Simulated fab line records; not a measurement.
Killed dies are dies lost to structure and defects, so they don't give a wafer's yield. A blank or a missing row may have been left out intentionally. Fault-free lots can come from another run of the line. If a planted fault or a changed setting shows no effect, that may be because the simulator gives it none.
The same fault as seen by 2 desks + flow gf180mcu + each desk holds nothing but its own numbers, with what lay behind them at the end

== METROLOGY DESK ==
What the gauges read, lot by lot, whatever tool the lot ran on: means of the sampled wafers that have a number. A lot is out of limits, marked OUT, if its mean lies more than 4 standard deviations from the usual mean; the brackets give that distance.
Columns: A = PSD_OVL at GF_PSD_OVL_MEAS_08, usual -0.4 nm; B = CONTACT_CVD_00_THK at GF_CONTACT_THK_MEAS_01, usual 301 nm; C = CONTACT_CVD_02_THK at GF_CONTACT_THK_MEAS_03, usual 861 nm
| lot  | first seen here | A    | B   | C              |
|------|-----------------|------|-----|----------------|
| L653 | day 14 14:44    | 0.8  | 301 | 863            |
| L654 | day 15 08:16    | -1.3 | 297 | 858            |
| L655 | day 15 10:34    | -0.1 | 303 | 859            |
| L656 | day 15 18:12    | -1.5 | 299 | 865            |
| L657 | day 16 03:41    | -3.1 | 302 | 867            |
| L658 | day 16 12:32    | -0.3 | 305 | 846            |
| L660 | day 16 23:27    | -0.7 | 299 | 861            |
| L662 | day 18 01:50    | 0.7  | 302 | 863            |
| L664 | day 18 15:50    | -0.8 | 300 | 858            |
| L669 | day 20 10:41    | -0.6 | 305 | 870            |
| L672 | day 21 14:21    | -1.0 | 302 | 774 (-7.9) OUT |
| L673 | day 21 18:15    | 0.4  | 298 | 691 (-15) OUT  |
Per this desk, out of limits: L672, L673; the first was L672, day 22 15:16 (CONTACT_CVD_02_THK at GF_CONTACT_THK_MEAS_03). L653, L654, L655, L656, L657, L658, L660, L662, L664, L669 stayed within limits.

== THE TOOL OWNER'S DESK: pecvd-04 ==
The tool's own readings at GF_CONTACT_CVD_02 (deposits SiO2 from TEOS, target thk 860 nm, time 95.992 s): means of the sampled wafers that have a number, for each lot that ran on this tool. A lot is out of limits, marked OUT, if its mean lies more than 4 standard deviations from the usual mean; the brackets give that distance.
Columns: A = heater-power-w at GF_CONTACT_CVD_02, usual 617 W
| lot  | first seen here | A   |
|------|-----------------|-----|
| L654 | day 16 07:40    | 582 |
| L657 | day 17 04:44    | 625 |
| L660 | day 18 01:09    | 572 |
| L662 | day 19 03:59    | 698 |
| L669 | day 21 12:55    | 620 |
| L672 | day 22 15:11    | 606 |
| L673 | day 22 19:29    | 600 |
This desk found nothing out of limits on any of the 7 lots.

== TAKEN TOGETHER ==
At day 22 15:16 the metrology desk could have sounded an alarm, on L672, L673.
Nothing out of limits was seen by the tool owner's desk.
Tool owner's desk: L672, L673 on record, inside its limits.
Every lot named ran GF_CONTACT_CVD_02 on pecvd-04.

== WHAT THE SIMULATOR HAD INSERTED ==
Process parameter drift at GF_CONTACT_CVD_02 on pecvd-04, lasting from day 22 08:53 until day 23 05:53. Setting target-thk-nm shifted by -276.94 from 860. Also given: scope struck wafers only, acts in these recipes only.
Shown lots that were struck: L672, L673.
Delay in hours, fault start to first out-of-limits reading, per desk: metrology desk 6.
